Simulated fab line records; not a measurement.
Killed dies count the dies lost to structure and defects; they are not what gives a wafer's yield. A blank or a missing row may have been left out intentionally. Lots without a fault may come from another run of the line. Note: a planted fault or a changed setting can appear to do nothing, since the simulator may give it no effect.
Which tool did it? ; flow sky130 ; Sampling: 13 lots, 39 wafers, 3 of 708 route steps

== WHAT EACH GAUGE READ, for each wafer ==
SKY_VIA1_OVL_MEAS_13. Usual: for VIA1_OVL the level is 2 nm and the standard deviation is 6.3.
lot;measured;on;VIA1_OVL (nm);flag
L924;day 33 13:27;overlay-02;4 12 6;
L925;day 34 18:37;overlay-01;8 3 7;
L926;day 35 09:15;overlay-02;2 7 4;
L927;day 35 17:37;overlay-02;-3 1 -2;
L929;day 36 12:34;overlay-02;6 0 5;
L932;day 36 20:01;overlay-01;3 -3 9;
L933;day 36 16:13;overlay-02;0 -4 6;
L934;day 37 10:01;overlay-02;-7 2 -12;
L935;day 37 12:09;overlay-02;-7 -19 -14;
L938;day 38 14:24;overlay-02;-7 1 4;
L940;day 38 20:19;overlay-02;5 2 3;
L943;day 40 09:06;overlay-02;11 7 2;
L947;day 41 05:41;overlay-02;1 -13 -5;

== EACH LOT AND THE TOOL THAT RAN IT (in order: tool; ch and the chambers of the sampled wafers; start) ==
lot;SKY_PWDE_HMDS_01;SKY_METAL1_DESCUM_17
L924;litho_track-03 ch 0, day 3 10:21;rie_metal-03 ch 0,1, day 32 08:44
L925;litho_track-03 ch 0, day 3 20:21;rie_metal-03 ch 0,1, day 33 14:25
L926;litho_track-03 ch 0, day 4 16:58;rie_metal-04 ch 0,1, day 34 05:47
L927;litho_track-02 ch 0, day 4 17:11;rie_metal-01 ch 0, day 34 13:57
L929;litho_track-02 ch 0, day 5 04:47;rie_metal-01 ch 1, day 35 09:24
L932;litho_track-04 ch 0, day 5 13:22;rie_metal-01 ch 0,1, day 35 15:35
L933;litho_track-02 ch 0, day 5 13:47;rie_metal-04 ch 0,1, day 35 12:21
L934;litho_track-03 ch 0, day 5 22:00;rie_metal-03 ch 0,1, day 36 05:00
L935;litho_track-03 ch 0, day 5 23:18;rie_metal-01 ch 0,1, day 36 08:21
L938;litho_track-04 ch 0, day 6 20:19;rie_metal-04 ch 0, day 37 11:52
L940;litho_track-02 ch 0, day 7 03:16;rie_metal-04 ch 0, day 37 17:53
L943;litho_track-02 ch 0, day 8 10:51;rie_metal-03 ch 0,1, day 39 07:45
L947;litho_track-02 ch 0, day 8 22:27;rie_metal-01 ch 1, day 40 03:32
- SKY_PWDE_HMDS_01: prime time 60 s.
- SKY_METAL1_DESCUM_17: chemistry O2, time 8 s.

== WHAT THE TOOLS THEMSELVES READ (means of the sampled wafers that have a number; where no wafer has one, the mark that the record gives instead) ==
SKY_PWDE_HMDS_01. Usual: prime_temp_c 120.02 C, standard deviation 0.13.
lot;tool;prime_temp_c (C);flag
L924;litho_track-03;120.19;
L925;litho_track-03;119.91;
L926;litho_track-03;120.07;
L927;litho_track-02;120.02;
L929;litho_track-02;119.82;
L932;litho_track-04;120.06;
L933;litho_track-02;120.06;
L934;litho_track-03;124.01;OFF
L935;litho_track-03;123.88;OFF
L938;litho_track-04;120.07;
L940;litho_track-02;120.20;
L943;litho_track-02;120.30;
L947;litho_track-02;119.86;

SKY_METAL1_DESCUM_17. Usual: chamber_pressure_mTorr 10.001 mTorr, standard deviation 0.0085; drypump_motor_current_A 5.8 A, standard deviation 0.47; oes_product_au 1.000 a.u., standard deviation 0.0071.
lot;tool;chamber_pressure_mTorr (mTorr);drypump_motor_current_A (A);oes_product_au (a.u.);flag
L924;rie_metal-03;9.996;5.4;1.008;
L925;rie_metal-03;10.005;5.4;0.995;
L926;rie_metal-04;10.000;5.6;0.992;
L927;rie_metal-01;9.997;6.3;1.008;
L929;rie_metal-01;9.998;6.5;1.004;
L932;rie_metal-01;9.998;6.4;1.006;
L933;rie_metal-04;10.001;5.6;1.000;
L934;rie_metal-03;9.997;5.3;1.000;
L935;rie_metal-01;10.010;6.4;1.004;
L938;rie_metal-04;10.005;5.6;1.009;
L940;rie_metal-04;10.007;5.6;1.001;
L943;rie_metal-03;10.001;5.3;1.004;
L947;rie_metal-01;10.004;6.5;1.000;

== THE ANSWER, worked out from the rows above alone ==
Rule: a lot counts as off when the mean over its wafers that have a number is more than 3 standard deviations away from the usual mean. A lot without any number at a reading at which 4 lots or more have one is off too. Any other lot the step has rows for is counted as sound. The gauges are gone through in route order, then the tools' own readings, and for those a lot's mean is taken as printed above. At the first step where some lot is off, the reading lying furthest off is the one used; lots without a number count as furthest.
Off at SKY_PWDE_HMDS_01 (prime_temp_c): L934, L935.
A tool fits if, at that step or a process step before it, it ran every lot that is off, and no sound lot after the first of them. One fits: SKY_PWDE_HMDS_01 on litho_track-03. A fault onset in the window from L926 (day 4 16:58, its last sound lot) to L934 (day 5 22:00, its first lot off) fits.
On the lots that are off, the tool's own readings at SKY_PWDE_HMDS_01 differ by more than 5 times the standard deviation of the sound lots' means, which bears it out; prime_temp_c reads 123.94 C there versus 120.05 C on the sound lots.

== WHAT THE SIMULATOR PUT IN ==
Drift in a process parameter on litho_track-03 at SKY_PWDE_HMDS_01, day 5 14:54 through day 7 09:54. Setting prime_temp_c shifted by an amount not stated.
Shown lots that were struck: L934, L935. Same finding as the rule above.
